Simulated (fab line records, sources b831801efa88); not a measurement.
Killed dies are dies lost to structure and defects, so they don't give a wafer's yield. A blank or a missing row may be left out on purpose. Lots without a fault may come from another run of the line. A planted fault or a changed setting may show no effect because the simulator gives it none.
fab line records | flow sky130
record lots=24 wafers=72 last_day=52
route steps=708 shown CONTACT@423 METAL1@434 VIA1@474 METAL3@565
lots that met no fault: from a run of the same line without faults
start_h: hours from the record's first day to the start of the lot's first wafer shown | wait_h: hours since the lot's step before | " the same as in the row above | L1.1+2: a row that stands for several wafers | - no value, or no start given | * or withheld: withheld | < > ~ a bound
route shown NAME@n: a module of which the file shows steps, and the number in the route of the first | usual: mean/standard deviation of fault-free wafers | same: alike in all rows | chamber/n: place in a boat | sites: the reading at each site | _std_site: their standard deviation | _edge_site: outer sites' mean less inner sites' | radius_mm: how far each site lies from the wafer's centre | mask NAME#n: copy n | behind: the tool/chamber that last shaped the wafer | hold: why the lot was held/for how many hours/how that ended | device: the transistor (n, p or np) that didn't switch | end of line: the same wafers' tests at the end of the route | a step without rows: its recipe alone | killed: dies lost to structure and defects at the first sort, not the wafer's yield | map: a wafer's dies, x killed, . not, _ none there
set.NAME: the setting as run; set.NAME@STEP: as run at that earlier step | model.NAME: the simulator's own value behind a step, which no gauge read
steps of the route over a sample of lots; a table a step, a row a wafer
services: from which hour (start_h, from the record's first day; less than 0 if before it) a tool's chamber was out of use, for how many hours, and why
## steps
# step SKY_CONTACT_ETCH_17
# recipe target=SiO2 chemistry=C4F8/O2/Ar stop_on=Si3N4 mask_material=KrF-thick source_w=1500 bias_w=1200 pressure_mtorr=40 c4f8_flow_sccm=withheld O2_flow_sccm=6 Ar_flow_sccm=300 time_s=withheld target_depth_a=3400
# usual oes_product_au=0.892/0.0046
# columns lot.wafer tool chamber start_h wait_h oes_product_au
L074.1 rie_diel-01 1 756.44 0.0 0.894
L074.4 " 3 " " 0.895
L074.5 " 3 " " 0.889
L075.2 rie_diel-02 2 761.49 0.0 0.887
L075.3 " 0 " " 0.892
L075.4 " 1 " " 0.894
L076.4 rie_diel-03 3 778.19 0.0 0.896
L076.5 " 2 " " 0.892
L076.6 " 3 " " 0.885
L077.3 rie_diel-01 3 793.41 0.0 0.890
L077.4 " 0 " " 0.891
L077.6 " 0 " " 0.895
L078.4 rie_diel-01 0 800.39 0.0 0.892
L078.5 " 0 " " 0.891
L078.6 " 1 " " 0.890
L079.1 rie_diel-01 1 806.79 0.0 0.900
L079.3 " 3 " " 0.887
L079.4 " 0 " " 0.893
L080.1 rie_diel-01 3 813.34 0.0 0.901
L080.2 " 0 " " 0.887
L080.5 " 2 " " 0.888
L081.1 rie_diel-01 3 820.59 0.0 0.893
L081.2 " 1 " " 0.894
L081.6 " 0 " " 0.890
L082.1 rie_diel-02 3 826.29 0.0 0.886
L082.2 " 0 " " 0.890
L082.5 " 2 " " 0.893
L083.1 rie_diel-01 1 839.20 0.0 0.883
L083.5 " 1 " " 0.896
L083.6 " 2 " " 0.890
L084.1 rie_diel-03 3 845.80 0.0 0.887
L084.3 " 0 " " 0.899
L084.5 " 2 " " 0.897
L085.1 rie_diel-02 0 859.49 0.0 0.893
L085.3 " 2 " " 0.891
L085.4 " 1 " " 0.899
L086.2 rie_diel-01 1 860.72 0.0 0.893
L086.3 " 0 " " 0.892
L086.4 " 2 " " 0.891
L087.4 rie_diel-01 1 872.25 0.0 0.889
L087.5 " 2 " " 0.889
L087.6 " 1 " " 0.884
L088.1 rie_diel-02 2 878.04 0.0 0.898
L088.2 " 3 " " 0.899
L088.5 " 1 " " 0.890
L089.1 rie_diel-02 0 882.99 0.0 0.891
L089.4 " 2 " " 0.891
L089.6 " 2 " " 0.895
L090.1 rie_diel-03 3 896.24 0.0 0.892
L090.2 " 1 " " 0.893
L090.6 " 1 " " 0.898
L091.1 rie_diel-02 0 910.55 0.0 0.894
L091.2 " 3 " " 0.887
L091.5 " 0 " " 0.891
L093.1 rie_diel-01 2 919.89 0.0 0.895
L093.2 " 3 " " 0.891
L093.5 " 2 " " 0.892
L092.2 rie_diel-03 3 921.59 0.0 0.892
L092.4 " 1 " " 0.886
L092.5 " 3 " " 0.894
L094.1 rie_diel-02 3 927.24 0.0 0.888
L094.4 " 2 " " 0.891
L094.5 " 0 " " 0.889
L095.2 rie_diel-02 2 936.69 0.0 0.892
L095.3 " 3 " " 0.884
L095.6 " 0 " " 0.892
L096.2 rie_diel-03 3 942.49 0.0 0.890
L096.3 " 0 " " 0.900
L096.6 " 3 " " 0.890
L097.1 rie_diel-03 2 949.29 0.0 0.899
L097.3 " 1 " " 0.894
L097.6 " 0 " " 0.891
# step SKY_METAL1_SPUTTER_00
# recipe material=Ti target_thk_nm=15 power_w=3000 time_s=10 chamber_pressure_pa=0.3887
# usual cathode_dc_power_W=3000.0/0.53 throttle_valve_pct=30.0/0.87
# columns lot.wafer tool chamber start_h wait_h cathode_dc_power_W throttle_valve_pct
L074.1 pvd_sputter-03 - 757.77 0.2 3000.8 31.0
L074.4 " - " " 2999.6 27.7
L074.5 " - " " 3000.1 30.1
L075.2 pvd_sputter-04 - 762.82 0.1 2999.8 31.5
L075.3 " - " " 2999.6 29.5
L075.4 " - " " 3000.8 29.8
L076.4 pvd_sputter-03 - 780.18 0.1 3000.6 29.9
L076.5 " - " " 3000.5 27.7
L076.6 " - " " 3000.0 30.8
L077.3 pvd_sputter-03 - 794.74 0.1 3000.1 27.9
L077.4 " - " " 2999.2 30.8
L077.6 " - " " 2999.6 30.8
L078.4 pvd_sputter-01 - 801.82 0.1 3000.1 30.2
L078.5 " - " " 3000.2 30.7
L078.6 " - " " 2999.9 29.7
L079.1 pvd_sputter-04 - 808.16 0.2 2999.9 29.5
L079.3 " - " " 2999.7 31.3
L079.4 " - " " 3000.4 30.4
L080.1 pvd_sputter-01 - 814.69 0.2 3000.6 30.1
L080.2 " - " " 3001.2 29.5
L080.5 " - " " 2999.7 30.3
L081.1 pvd_sputter-01 - 821.93 0.2 2999.3 29.8
L081.2 " - " " 3000.3 29.2
L081.6 " - " " 3000.9 29.9
L082.1 pvd_sputter-03 - 827.66 0.1 2999.8 31.0
L082.2 " - " " 2999.6 27.8
L082.5 " - " " 2999.9 30.2
L083.1 pvd_sputter-04 - 840.53 0.1 3000.3 30.5
L083.5 " - " " 2999.7 31.1
L083.6 " - " " 3000.4 29.7
L084.1 pvd_sputter-03 - 847.18 0.2 3000.3 30.6
L084.3 " - " " 2999.7 29.9
L084.5 " - " " 2999.0 30.8
L085.1 pvd_sputter-04 - 860.84 0.2 3000.6 29.4
L085.3 " - " " 2999.5 30.3
L085.4 " - " " 3000.7 31.2
L086.2 pvd_sputter-03 - 862.23 0.1 3000.2 30.5
L086.3 " - " " 2999.8 30.6
L086.4 " - " " 2999.8 29.8
L087.4 pvd_sputter-01 - 873.75 0.1 2999.3 30.0
L087.5 " - " " 3001.1 30.1
L087.6 " - " " 3000.4 29.9
L088.1 pvd_sputter-04 - 879.37 0.2 3000.4 31.3
L088.2 " - " " 2999.1 29.8
L088.5 " - " " 3000.9 30.0
L089.1 pvd_sputter-01 - 884.33 0.2 2999.5 29.7
L089.4 " - " " 3000.6 30.7
L089.6 " - " " 3000.2 30.0
L090.1 pvd_sputter-03 - 897.57 0.1 3000.3 30.1
L090.2 " - " " 2999.7 30.5
L090.6 " - " " 2999.8 30.0
L091.1 pvd_sputter-04 - 911.89 0.2 3000.0 29.4
L091.2 " - " " 2999.1 29.7
L091.5 " - " " 3000.5 31.1
L093.1 pvd_sputter-03 - 921.22 0.2 3000.7 31.0
L093.2 " - " " 2999.9 30.0
L093.5 " - " " 3000.2 27.8
L092.2 pvd_sputter-03 - 922.92 0.2 2999.9 30.4
L092.4 " - " " 2999.7 27.7
L092.5 " - " " 3000.1 30.3
L094.1 pvd_sputter-01 - 928.61 0.1 2999.7 29.8
L094.4 " - " " 2999.6 29.4
L094.5 " - " " 3000.9 30.0
L095.2 pvd_sputter-01 - 938.03 0.1 3000.4 29.8
L095.3 " - " " 2999.2 29.6
L095.6 " - " " 3000.7 30.5
L096.2 pvd_sputter-04 - 943.86 0.2 3000.4 29.7
L096.3 " - " " 3000.4 31.2
L096.6 " - " " 3000.5 31.2
L097.1 pvd_sputter-04 - 950.66 0.1 2999.5 30.4
L097.3 " - " " 3000.1 29.7
L097.6 " - " " 3000.1 29.8
# step SKY_METAL1_SPUTTER_01
# recipe material=TiN target_thk_nm=20 power_w=6500 time_s=16.7 chamber_pressure_pa=0.4
# usual cathode_dc_power_W=6499.9/1.2 throttle_valve_pct=30.1/0.87
# columns lot.wafer tool chamber start_h wait_h cathode_dc_power_W throttle_valve_pct
L074.1 pvd_sputter-03 - 757.80 0.0 6499.1 31.1
L074.4 " - " " 6500.4 27.8
L074.5 " - " " 6500.2 30.2
L075.2 pvd_sputter-04 - 762.85 0.0 6499.0 31.3
L075.3 " - " " 6499.5 29.8
L075.4 " - " " 6502.7 29.6
L076.4 pvd_sputter-03 - 780.21 0.0 6500.6 30.2
L076.5 " - " " 6501.0 27.8
L076.6 " - " " 6497.2 30.9
L077.3 pvd_sputter-03 - 794.77 0.0 6499.6 27.8
L077.4 " - " " 6498.1 30.8
L077.6 " - " " 6501.8 31.1
L078.4 pvd_sputter-01 - 801.85 0.0 6501.3 30.2
L078.5 " - " " 6501.1 30.6
L078.6 " - " " 6496.8 29.5
L079.1 pvd_sputter-04 - 808.18 0.0 6499.3 29.4
L079.3 " - " " 6500.3 31.0
L079.4 " - " " 6499.5 30.3
L080.1 pvd_sputter-01 - 814.71 0.0 6498.0 30.1
L080.2 " - " " 6502.3 29.8
L080.5 " - " " 6502.6 30.5
L081.1 pvd_sputter-01 - 821.95 0.0 6500.6 30.3
L081.2 " - " " 6499.3 29.5
L081.6 " - " " 6499.1 30.2
L082.1 pvd_sputter-03 - 827.69 0.0 6500.8 30.8
L082.2 " - " " 6500.9 27.8
L082.5 " - " " 6499.8 30.1
L083.1 pvd_sputter-04 - 840.55 0.0 6500.7 30.3
L083.5 " - " " 6500.0 31.5
L083.6 " - " " 6500.5 29.6
L084.1 pvd_sputter-03 - 847.20 0.0 6499.6 31.0
L084.3 " - " " 6499.1 29.9
L084.5 " - " " 6499.8 31.1
L085.1 pvd_sputter-04 - 860.86 0.0 6499.4 29.5
L085.3 " - " " 6500.2 30.6
L085.4 " - " " 6502.3 31.3
L086.2 pvd_sputter-03 - 862.25 0.0 6500.1 30.8
L086.3 " - " " 6500.1 30.4
L086.4 " - " " 6498.4 30.0
L087.4 pvd_sputter-01 - 873.77 0.0 6500.0 30.0
L087.5 " - " " 6499.5 29.9
L087.6 " - " " 6498.8 30.0
L088.1 pvd_sputter-04 - 879.40 0.0 6499.4 31.2
L088.2 " - " " 6501.2 29.9
L088.5 " - " " 6499.0 29.5
L089.1 pvd_sputter-01 - 884.35 0.0 6498.0 29.4
L089.4 " - " " 6499.9 30.4
L089.6 " - " " 6502.1 30.0
L090.1 pvd_sputter-03 - 897.60 0.0 6499.5 29.8
L090.2 " - " " 6500.8 30.6
L090.6 " - " " 6500.6 30.1
L091.1 pvd_sputter-04 - 911.91 0.0 6500.0 29.7
L091.2 " - " " 6498.3 30.0
L091.5 " - " " 6500.0 31.2
L093.1 pvd_sputter-03 - 921.25 0.0 6499.8 30.7
L093.2 " - " " 6500.4 30.2
L093.5 " - " " 6500.9 27.7
L092.2 pvd_sputter-03 - 922.95 0.0 6501.2 30.0
L092.4 " - " " 6499.4 27.7
L092.5 " - " " 6501.9 29.8
L094.1 pvd_sputter-01 - 928.63 0.0 6501.0 30.1
L094.4 " - " " 6500.0 29.5
L094.5 " - " " 6498.8 30.1
L095.2 pvd_sputter-01 - 938.05 0.0 6500.4 29.9
L095.3 " - " " 6502.2 29.4
L095.6 " - " " 6500.7 30.6
L096.2 pvd_sputter-04 - 943.88 0.0 6499.7 29.6
L096.3 " - " " 6500.9 31.0
L096.6 " - " " 6500.9 31.2
L097.1 pvd_sputter-04 - 950.69 0.0 6501.0 30.3
L097.3 " - " " 6499.0 29.5
L097.6 " - " " 6500.8 30.0
# step SKY_METAL1_STRIP_20
# recipe chemistry=O2/N2 power_w=1400 pressure_mtorr=1500 platen_temp_c=withheld o2_flow_sccm=3000 n2_flow_sccm=300 overash_fraction=0.5
# usual drypump_motor_current_A=5.88/0.17 oes_product_au=0.344/0.005 strip_time_to_endpoint_s=2.73/0.048
# columns lot.wafer tool chamber start_h wait_h drypump_motor_current_A oes_product_au rf_hours_counter_h strip_time_to_endpoint_s
L074.1 plasma_asher-01 0 786.83 0.1 5.83 0.344 92 2.74
L074.4 " 0 " " 5.83 0.347 - 2.75
L074.5 " 0 " " 5.86 0.348 - 2.72
L075.2 plasma_asher-02 0 791.33 0.1 5.53 0.347 5 2.78
L075.3 " 1 " " 6.01 0.342 - 2.78
L075.4 " 0 " " 5.54 0.352 - 2.80
L076.4 plasma_asher-04 1 809.52 0.1 5.74 0.349 - 2.65
L076.5 " 0 " " 6.04 0.339 - 2.67
L076.6 " 1 " " 5.73 0.348 - 2.73
L077.3 plasma_asher-04 1 824.55 0.1 5.73 0.342 - 2.66
L077.4 " 0 " " 6.05 0.341 - 2.69
L077.6 " 0 " " 6.05 0.343 - 2.67
L078.4 plasma_asher-01 0 831.37 0.1 5.80 0.337 - 2.69
L078.5 " 1 " " 6.00 0.345 - 2.67
L078.6 " 0 " " 5.80 0.353 - 2.67
L079.1 plasma_asher-01 1 836.97 0.1 6.01 0.350 96 2.69
L079.3 " 0 " " 5.84 0.343 - 2.71
L079.4 " 1 " " 6.03 0.341 - 2.69
L080.1 plasma_asher-02 1 844.28 0.1 6.00 0.348 11 2.80
L080.2 " 0 " " 5.58 0.347 11 2.70
L080.5 " 0 " " 5.58 0.343 - 2.71
L081.1 plasma_asher-04 1 851.43 0.1 5.72 0.352 73 2.77
L081.2 " 0 " " 6.04 0.339 73 2.71
L081.6 " 0 " " 6.05 0.339 - 2.72
L082.1 plasma_asher-04 1 856.93 0.1 5.73 0.347 74 2.80
L082.2 " 0 " " 6.03 0.348 74 2.74
L082.5 " 0 " " 6.06 0.354 - 2.80
L083.1 plasma_asher-04 1 870.24 0.1 5.74 0.348 75 2.80
L083.5 " 0 " " 6.04 0.343 - 2.77
L083.6 " 1 " " 5.74 0.342 - 2.67
L084.1 plasma_asher-01 0 876.09 0.1 5.83 0.334 100 2.65
L084.3 " 0 " " 5.83 0.345 - 2.72
L084.5 " 0 " " 5.82 0.338 - 2.71
L085.1 plasma_asher-04 0 889.98 0.1 6.04 0.342 77 2.68
L085.3 " 1 " " 5.74 0.344 - 2.73
L085.4 " 0 " " 6.06 0.351 - 2.70
L086.2 plasma_asher-04 0 891.82 0.1 6.03 0.344 77 2.76
L086.3 " 1 " " 5.71 0.343 - 2.71
L086.4 " 0 " " 6.05 0.342 - 2.76
L087.4 plasma_asher-01 1 903.90 0.1 6.01 0.348 - 2.73
L087.5 " 1 " " 6.04 0.347 - 2.73
L087.6 " 0 " " 5.83 0.340 - 2.75
L088.1 plasma_asher-02 0 909.13 0.1 5.57 0.339 17 2.75
L088.2 " 1 " " 6.03 0.347 17 2.83
L088.5 " 0 " " 5.59 0.347 - 2.82
L089.1 plasma_asher-04 0 913.84 0.1 6.05 0.344 79 2.77
L089.4 " 1 " " 5.71 0.343 - 2.80
L089.6 " 1 " " 5.71 0.341 - 2.82
L090.1 plasma_asher-02 1 927.85 0.1 6.02 0.348 19 2.79
L090.2 " 0 " " 5.56 0.340 19 2.72
L090.6 " 1 " " 6.01 0.338 - 2.73
L091.1 plasma_asher-01 1 941.24 0.1 6.03 0.338 107 2.68
L091.2 " 0 " " 5.82 0.355 107 2.78
L091.5 " 1 " " 6.06 0.340 - 2.67
L093.1 plasma_asher-01 0 950.33 0.1 5.82 0.342 109 2.73
L093.2 " 1 " " 6.06 0.339 109 2.67
L093.5 " 0 " " 5.82 0.350 - 2.75
L092.2 plasma_asher-01 0 951.98 0.1 5.84 0.342 109 2.68
L092.4 " 1 " " 6.09 0.337 - 2.69
L092.5 " 1 " " 6.07 0.339 - 2.70
L094.1 plasma_asher-02 1 957.28 0.1 6.01 0.353 20 2.80
L094.4 " 0 " " 5.57 0.347 - 2.80
L094.5 " 1 " " 6.01 0.347 - 2.79
L095.2 plasma_asher-04 1 966.34 0.1 5.73 0.346 86 2.75
L095.3 " 1 " " 5.73 0.351 - 2.79
L095.6 " 0 " " 6.03 0.347 - 2.78
L096.2 plasma_asher-02 0 971.63 0.1 5.58 0.337 22 2.69
L096.3 " 1 " " 6.02 0.345 - 2.66
L096.6 " 1 " " 6.02 0.348 - 2.68
L097.1 plasma_asher-04 0 977.43 0.1 6.04 0.339 87 2.73
L097.3 " 1 " " 5.71 0.347 - 2.77
L097.6 " 1 " " 5.72 0.342 - 2.76
# step SKY_VIA1_STRIP_16
# recipe chemistry=O2/N2 power_w=1400 pressure_mtorr=1500 platen_temp_c=withheld o2_flow_sccm=3000 n2_flow_sccm=300 overash_fraction=0.5
# usual drypump_motor_current_A=5.9/0.53 oes_product_au=0.416/0.0052 strip_time_to_endpoint_s=4.450/0.022
# columns lot.wafer tool chamber start_h wait_h drypump_motor_current_A oes_product_au rf_hours_counter_h strip_time_to_endpoint_s
L074.1 plasma_asher-03 0 815.99 0.0 5.0 0.411 37 4.470
L074.4 " 1 " " 6.6 0.412 - 4.460
L074.5 " 1 " " 6.6 0.406 - 4.479
L075.2 plasma_asher-01 1 821.14 0.0 6.1 0.413 94 4.446
L075.3 " 0 " " 5.8 0.412 - 4.431
L075.4 " 1 " " 6.0 0.423 - 4.435
L076.4 plasma_asher-03 1 839.57 0.0 6.6 0.419 - 4.429
L076.5 " 1 " " 6.7 0.413 - 4.431
L076.6 " 0 " " 5.0 0.411 - 4.483
L077.3 plasma_asher-03 1 855.33 0.1 6.7 0.414 - 4.431
L077.4 " 0 " " 5.0 0.411 - 4.435
L077.6 " 1 " " 6.7 0.418 - 4.460
L078.4 plasma_asher-01 0 861.82 0.1 5.8 0.409 - 4.461
L078.5 " 1 " " 6.1 0.417 - 4.462
L078.6 " 0 " " 5.8 0.406 - 4.483
L079.1 plasma_asher-01 1 867.69 0.0 6.0 0.416 99 4.425
L079.3 " 1 " " 6.1 0.417 - 4.446
L079.4 " 0 " " 5.8 0.426 - 4.433
L080.1 plasma_asher-03 0 874.49 0.0 5.0 0.415 43 4.457
L080.2 " 1 " " 6.7 0.415 43 4.437
L080.5 " 0 " " 5.0 0.409 - 4.439
L081.1 plasma_asher-03 1 882.15 0.0 6.7 0.408 44 4.421
L081.2 " 0 " " 5.0 0.405 44 4.461
L081.6 " 0 " " 5.0 0.415 - 4.406
L082.1 plasma_asher-01 0 887.79 0.0 5.8 0.415 101 4.447
L082.2 " 1 " " 6.0 0.410 101 4.455
L082.5 " 0 " " 5.8 0.419 - 4.436
L083.1 plasma_asher-03 1 900.55 0.0 6.6 0.421 46 4.424
L083.5 " 1 " " 6.6 0.416 - 4.478
L083.6 " 0 " " 5.0 0.419 - 4.435
L084.1 plasma_asher-01 0 906.19 0.0 5.8 0.413 103 4.450
L084.3 " 0 " " 5.8 0.428 - 4.443
L084.5 " 1 " " 6.1 0.416 - 4.432
L085.1 plasma_asher-04 1 920.09 0.0 5.7 0.416 80 4.416
L085.3 " 1 " " 5.7 0.409 - 4.432
L085.4 " 0 " " 6.1 0.417 - 4.432
L086.2 plasma_asher-01 0 922.34 0.0 5.8 0.413 105 4.410
L086.3 " 0 " " 5.8 0.417 - 4.467
L086.4 " 1 " " 6.1 0.408 - 4.437
L087.4 plasma_asher-01 1 934.17 0.0 6.1 0.418 - 4.451
L087.5 " 0 " " 5.8 0.416 - 4.479
L087.6 " 1 " " 6.1 0.424 - 4.502
L088.1 plasma_asher-01 1 939.31 0.0 6.0 0.418 107 4.444
L088.2 " 0 " " 5.8 0.412 107 4.456
L088.5 " 1 " " 6.1 0.420 - 4.449
L089.1 plasma_asher-04 0 943.94 0.0 6.0 0.420 83 4.487
L089.4 " 0 " " 6.0 0.412 - 4.455
L089.6 " 0 " " 6.0 0.415 - 4.448
L090.1 plasma_asher-04 0 957.54 0.0 6.0 0.424 85 4.489
L090.2 " 1 " " 5.7 0.422 85 4.466
L090.6 " 0 " " 6.1 0.423 - 4.434
L091.1 plasma_asher-03 0 970.19 0.0 5.0 0.407 53 4.396
L091.2 " 1 " " 6.7 0.417 53 4.420
L091.5 " 0 " " 5.0 0.413 - 4.442
L093.1 plasma_asher-01 0 978.24 0.0 5.8 0.414 111 4.423
L093.2 " 1 " " 6.0 0.416 111 4.459
L093.5 " 1 " " 6.0 0.423 - 4.431
L092.2 plasma_asher-01 1 980.04 0.0 6.0 0.418 112 4.436
L092.4 " 0 " " 5.8 0.413 - 4.447
L092.5 " 0 " " 5.8 0.407 - 4.436
L094.1 plasma_asher-01 0 984.70 0.0 5.8 0.420 112 4.469
L094.4 " 1 " " 6.0 0.415 - 4.443
L094.5 " 0 " " 5.8 0.416 - 4.482
L095.2 plasma_asher-03 1 992.84 0.0 6.7 0.415 55 4.439
L095.3 " 0 " " 5.1 0.415 - 4.485
L095.6 " 1 " " 6.7 0.418 - 4.482
L096.2 plasma_asher-03 1 998.19 0.0 6.7 0.409 55 4.473
L096.3 " 0 " " 5.0 0.422 - 4.470
L096.6 " 0 " " 5.0 0.410 - 4.431
L097.1 plasma_asher-01 1 1002.65 0.0 6.0 0.414 114 4.464
L097.3 " 1 " " 6.1 0.419 - 4.455
L097.6 " 1 " " 6.0 0.410 - 4.437
# step SKY_METAL3_DESCUM_15
# recipe chemistry=O2 source_power_w=150 bias_power_w=0 pressure_mtorr=10 temp_c=40 time_s=8
# usual drypump_motor_current_A=5.8/0.34 oes_product_au=1.002/0.0093
# same bias_power_w=0
# columns lot.wafer tool chamber start_h wait_h drypump_motor_current_A oes_product_au rf_hours_counter_h
L074.1 rie_metal-01 0 936.70 0.0 5.2 1.001 10
L074.4 " 0 " " 5.2 1.002 -
L074.5 " 0 " " 5.2 0.995 -
L075.2 rie_metal-01 0 941.00 0.0 5.2 1.001 10
L075.3 " 1 " " 6.1 0.989 -
L075.4 " 0 " " 5.2 0.994 -
L076.4 rie_metal-01 1 961.91 0.0 6.1 0.991 -
L076.5 " 1 " " 6.1 0.985 -
L076.6 " 0 " " 5.2 0.999 -
L077.3 rie_metal-01 0 974.62 0.0 5.2 0.990 -
L077.4 " 1 " " 6.1 0.992 -
L077.6 " 0 " " 5.2 0.994 -
L078.4 rie_metal-04 1 981.16 0.0 5.7 1.007 -
L078.5 " 1 " " 5.7 1.022 -
L078.6 " 0 " " 6.2 1.002 -
L079.1 rie_metal-02 1 986.71 0.0 6.1 1.022 12
L079.3 " 0 " " 5.8 1.007 -
L079.4 " 1 " " 6.1 1.013 -
L080.1 rie_metal-02 1 991.41 0.0 6.1 1.026 12
L080.2 " 0 " " 5.8 1.005 8
L080.5 " 1 " " 6.1 1.026 -
L081.1 rie_metal-04 1 999.25 0.0 5.7 1.015 18
L081.2 " 0 " " 6.2 0.995 11
L081.6 " 0 " " 6.2 0.994 -
L082.1 rie_metal-02 0 1002.21 0.0 5.8 1.002 9
L082.2 " 1 " " 6.1 1.011 12
L082.5 " 0 " " 5.8 1.001 -
L083.1 rie_metal-04 0 1014.05 0.0 6.2 0.998 12
L083.5 " 1 " " 5.7 1.017 -
L083.6 " 0 " " 6.2 0.994 -
L084.1 rie_metal-02 1 1017.15 0.0 6.1 1.008 13
L084.3 " 1 " " 6.1 1.015 -
L084.5 " 0 " " 5.8 0.998 -
L085.1 rie_metal-01 0 1029.45 0.0 5.2 1.001 14
L085.3 " 1 " " 6.1 0.994 -
L085.4 " 0 " " 5.2 1.005 -
L086.2 rie_metal-02 1 1030.10 0.0 6.1 1.016 14
L086.3 " 0 " " 5.8 0.999 -
L086.4 " 1 " " 6.1 1.013 -
L087.4 rie_metal-02 0 1040.46 0.0 5.9 1.005 -
L087.5 " 0 " " 5.8 0.998 -
L087.6 " 1 " " 6.1 1.007 -
L088.1 rie_metal-04 1 1044.41 0.0 5.7 1.004 21
L088.2 " 0 " " 6.2 0.984 14
L088.5 " 0 " " 6.2 1.000 -
L089.1 rie_metal-04 0 1049.85 0.0 6.2 0.991 14
L089.4 " 0 " " 6.2 0.995 -
L089.6 " 1 " " 5.7 1.003 -
L090.1 rie_metal-04 0 1059.85 0.0 6.2 0.989 14
L090.2 " 1 " " 5.7 1.013 21
L090.6 " 1 " " 5.7 1.010 -
L091.1 rie_metal-01 0 1070.86 0.0 5.2 1.007 17
L091.2 " 0 " " 5.2 1.002 -
L091.5 " 0 " " 5.2 1.008 -
L093.1 rie_metal-01 1 1077.31 0.0 6.1 1.002 21
L093.2 " 0 " " 5.2 1.003 17
L093.5 " 1 " " 6.0 0.998 -
L092.2 rie_metal-04 0 1080.55 0.0 6.2 1.003 16
L092.4 " 1 " " 5.7 1.017 -
L092.5 " 1 " " 5.7 1.018 -
L094.1 rie_metal-01 0 1084.11 0.0 5.2 1.004 18
L094.4 " 0 " " 5.2 1.000 -
L094.5 " 0 " " 5.2 1.001 -
L095.2 rie_metal-04 0 1092.21 0.0 6.2 1.003 17
L095.3 " 1 " " 5.7 1.008 -
L095.6 " 1 " " 5.7 1.006 -
L096.2 rie_metal-04 0 1095.36 0.0 6.2 0.993 18
L096.3 " 1 " " 5.7 1.010 -
L096.6 " 0 " " 6.2 1.000 -
L097.1 rie_metal-04 1 1099.15 0.0 5.7 1.014 25
L097.3 " 0 " " 6.2 1.008 -
L097.6 " 0 " " 6.2 0.983 -
## services
# columns tool chamber start_h hours kind
rie_diel-01 3 739.53 1.5 repair
plasma_asher-04 - 752.08 14.6 pm
rie_diel-01 3 783.16 2.7 repair
rie_metal-04 0 789.16 9.4 repair
plasma_asher-01 - 789.96 15.6 pm
pvd_sputter-03 - 800.62 10.2 repair
rie_diel-01 2 802.46 3.3 repair
plasma_asher-04 - 827.93 1.5 repair
plasma_asher-04 - 848.35 1.7 repair
pvd_sputter-04 - 857.28 1.5 repair
pvd_sputter-04 - 888.79 5.0 repair
plasma_asher-04 - 905.92 4.2 repair
plasma_asher-04 - 926.29 2.8 pm
pvd_sputter-04 - 951.74 1.5 repair
pvd_sputter-03 - 995.65 5.8 repair
pvd_sputter-03 - 1008.55 3.4 repair
pvd_sputter-01 - 1011.13 2.7 repair
pvd_sputter-04 - 1024.35 2.1 repair
plasma_asher-04 - 1030.15 1.7 repair
plasma_asher-01 - 1036.72 10.0 repair
plasma_asher-01 - 1055.25 9.0 pm
plasma_asher-01 - 1058.69 0.6 repair
plasma_asher-04 - 1074.71 1.3 repair
plasma_asher-04 - 1096.97 0.4 repair
## key
fault none
